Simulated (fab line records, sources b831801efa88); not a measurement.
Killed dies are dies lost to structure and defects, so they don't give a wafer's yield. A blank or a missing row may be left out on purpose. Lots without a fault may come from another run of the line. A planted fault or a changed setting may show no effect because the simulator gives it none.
Which tool did it? | flow gf180mcu | 6 lots, 18 wafers sampled, at 3 steps of a route of 602

WHAT THE GAUGES READ, wafer by wafer
GF_M5_OVL_MEAS_08.
lot  | measured     | on         | M5_OVL (nm)
L442 | day 26 23:34 | overlay-01 | 0 3 -1
L446 | day 28 16:10 | overlay-01 | -11 -15 -14
L448 | day 29 02:04 | overlay-01 | 4 11 1
L451 | day 29 16:08 | overlay-01 | -11 -2 -1
L458 | day 31 23:53 | overlay-02 | -1 -6 -8
L461 | day 32 09:34 | overlay-02 | 0 -6 -1

WHICH TOOL RAN EACH LOT (tool, then ch and the chambers of the sampled wafers, then the start)
lot  | GF_M1_SPUTTER_02             | GF_V3_CVD_23
L442 | pvd_sputter-04, day 16 19:38 | cvd_w-01 ch 0,1, day 23 02:50
L446 | pvd_sputter-03, day 18 09:14 | cvd_w-02 ch 0,1, day 25 01:24
L448 | pvd_sputter-02, day 19 10:13 | cvd_w-01 ch 0,1, day 25 11:20
L451 | pvd_sputter-04, day 20 04:14 | cvd_w-02 ch 1, day 26 04:21
L458 | pvd_sputter-02, day 22 17:49 | cvd_w-01 ch 0,1, day 28 17:59
L461 | pvd_sputter-03, day 23 19:37 | cvd_w-01 ch 0,1, day 29 05:41
- GF_M1_SPUTTER_02: material AlCu, target thk 450 nm, time 23.9 s.
- GF_V3_CVD_23: deposits W, target thk 350 nm, time 104.9 s.

THE ANSWER, worked out from the rows above alone
Rule: what is usual is taken from the lots themselves. Put in order of their means at a reading, lots are off if they are a third of the lots or fewer, leave a main group of 4 or more, and stand apart from it by a gap of 3 or more times the standard deviation of the main group's means; of several such gaps the widest counts. A main group whose means are all the same, to the digits that the tables above print for the reading, isn't used. A lot without any number at a reading at which 4 lots or more have one is off too. The other lots that the step has rows for count as sound.
No lot is off at any reading shown: from this, nothing can be told.

WHAT THE SIMULATOR HAD PUT IN
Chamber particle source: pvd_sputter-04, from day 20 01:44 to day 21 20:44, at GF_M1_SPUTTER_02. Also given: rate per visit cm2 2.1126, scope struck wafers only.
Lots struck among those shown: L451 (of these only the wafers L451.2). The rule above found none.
